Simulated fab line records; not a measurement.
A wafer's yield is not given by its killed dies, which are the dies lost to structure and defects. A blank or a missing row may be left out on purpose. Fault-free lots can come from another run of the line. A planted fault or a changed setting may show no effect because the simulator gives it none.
Which tool is to blame? :: flow sfq line :: 39 wafers sampled from 13 lots at 1 step of a route of 325

== WHAT THE GAUGES READ, wafer by wafer ==
Not one reading of a measure or inspect step in the record can be checked against a usual standard deviation.

== WHAT TOOL EACH LOT RAN ON (gives the tool, then ch and the chambers of the sampled wafers, and finally the start) ==
lot: L915
SFQ_TRILAYER_M5_BARC_OPEN_METAL_ETCH_161: rie metal-04 ch 0, day 49 17:38

lot: L916
SFQ_TRILAYER_M5_BARC_OPEN_METAL_ETCH_161: rie metal-04 ch 0,1, day 49 18:58

lot: L917
SFQ_TRILAYER_M5_BARC_OPEN_METAL_ETCH_161: rie metal-03 ch 0,1, day 50 02:49

lot: L918
SFQ_TRILAYER_M5_BARC_OPEN_METAL_ETCH_161: rie metal-03 ch 0,1, day 50 04:02

lot: L919
SFQ_TRILAYER_M5_BARC_OPEN_METAL_ETCH_161: rie metal-01 ch 0,1, day 55 09:07

lot: L920
SFQ_TRILAYER_M5_BARC_OPEN_METAL_ETCH_161: rie metal-01 ch 0,1, day 55 19:53

lot: L922
SFQ_TRILAYER_M5_BARC_OPEN_METAL_ETCH_161: rie metal-04 ch 0,1, day 56 02:01

lot: L923
SFQ_TRILAYER_M5_BARC_OPEN_METAL_ETCH_161: rie metal-01 ch 0, day 56 18:50

lot: L925
SFQ_TRILAYER_M5_BARC_OPEN_METAL_ETCH_161: rie metal-01 ch 0,1, day 58 19:33

lot: L927
SFQ_TRILAYER_M5_BARC_OPEN_METAL_ETCH_161: rie metal-03 ch 0,1, day 63 15:04

lot: L932
SFQ_TRILAYER_M5_BARC_OPEN_METAL_ETCH_161: rie metal-03 ch 0,1, day 64 21:43

lot: L934
SFQ_TRILAYER_M5_BARC_OPEN_METAL_ETCH_161: rie metal-03 ch 0,1, day 65 00:07

lot: L937
SFQ_TRILAYER_M5_BARC_OPEN_METAL_ETCH_161: rie metal-04 ch 0,1, day 66 02:04
- SFQ_TRILAYER_M5_BARC_OPEN_METAL_ETCH_161: etches BARC in O2, target depth 125 nm, time 41.7 s.

== AS READ BY THE TOOLS THEMSELVES (means over the sampled wafers that have a number; for cases with no such wafer, the mark the record gives instead) ==
SFQ_TRILAYER_M5_BARC_OPEN_METAL_ETCH_161.
lot: L915
tool: rie metal-04
drypump motor current A (A): 6.2
oes product au (a.u.): 0.686
run length s (s): 70.1

lot: L916
tool: rie metal-04
drypump motor current A (A): 5.8
oes product au (a.u.): 0.684
run length s (s): 70.0

lot: L917
tool: rie metal-03
drypump motor current A (A): 6.4
oes product au (a.u.): 0.683
run length s (s): 69.5

lot: L918
tool: rie metal-03
drypump motor current A (A): 6.4
oes product au (a.u.): 0.689
run length s (s): 69.2

lot: L919
tool: rie metal-01
drypump motor current A (A): 6.0
oes product au (a.u.): 0.685
run length s (s): 69.8

lot: L920
tool: rie metal-01
drypump motor current A (A): 5.9
oes product au (a.u.): 0.686
run length s (s): 69.6

lot: L922
tool: rie metal-04
drypump motor current A (A): 5.8
oes product au (a.u.): 0.683
run length s (s): 70.3

lot: L923
tool: rie metal-01
drypump motor current A (A): 5.9
oes product au (a.u.): 0.687
run length s (s): 70.0

lot: L925
tool: rie metal-01
drypump motor current A (A): 6.0
oes product au (a.u.): 0.686
run length s (s): 69.5

lot: L927
tool: rie metal-03
drypump motor current A (A): 6.4
oes product au (a.u.): 0.686
run length s (s): 69.0

lot: L932
tool: rie metal-03
drypump motor current A (A): 6.3
oes product au (a.u.): 0.689
run length s (s): 69.5

lot: L934
tool: rie metal-03
drypump motor current A (A): 6.4
oes product au (a.u.): 0.676
run length s (s): 69.9

lot: L937
tool: rie metal-04
drypump motor current A (A): 5.4
oes product au (a.u.): 0.687
run length s (s): 69.9

== THE ANSWER, worked out from the rows above alone ==
Rule: usual is defined by the lots themselves. Put in order of their means at a reading, lots are off if they are a third of the lots or fewer, leave a main group of 4 or more, and stand apart from it by a gap of 3 or more times the standard deviation of the main group's means; of several such gaps the widest counts. A main group is skipped when, at the precision printed for the reading in the tables above, its means are all equal. A lot without any number at a reading at which 4 lots or more have one is off too. All remaining lots with rows at the step are treated as sound. After the gauges, taken in route order, come the tools' own readings; for these a lot's mean is taken, as printed above. At the first step where some lot is off, the reading lying furthest off is the one used; lots without a number count as furthest.
Off, at SFQ_TRILAYER_M5_BARC_OPEN_METAL_ETCH_161 on oes product au: L934. Mean 0.686 a.u. and standard deviation 0.0019 in the main group.
If a tool, at that step or one of the process steps before it, ran each lot that is off and ran no sound lot following the first of them, it fits. One fits: SFQ_TRILAYER_M5_BARC_OPEN_METAL_ETCH_161 on rie metal-03. A fault onset in the window from L932 (day 64 21:43, its last sound lot) to L934 (day 65 00:07, its first lot off) fits.
On the lots that are off, the tool's own readings at SFQ_TRILAYER_M5_BARC_OPEN_METAL_ETCH_161 differ by more than 5 times the standard deviation of the sound lots' means, which bears it out; oes product au reads 0.676 a.u. there versus 0.686 a.u. on the sound lots.

== WHAT WAS PUT IN BY THE SIMULATOR ==
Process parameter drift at SFQ_TRILAYER_M5_BARC_OPEN_METAL_ETCH_161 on rie metal-03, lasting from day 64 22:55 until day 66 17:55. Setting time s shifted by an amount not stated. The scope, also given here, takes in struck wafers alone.
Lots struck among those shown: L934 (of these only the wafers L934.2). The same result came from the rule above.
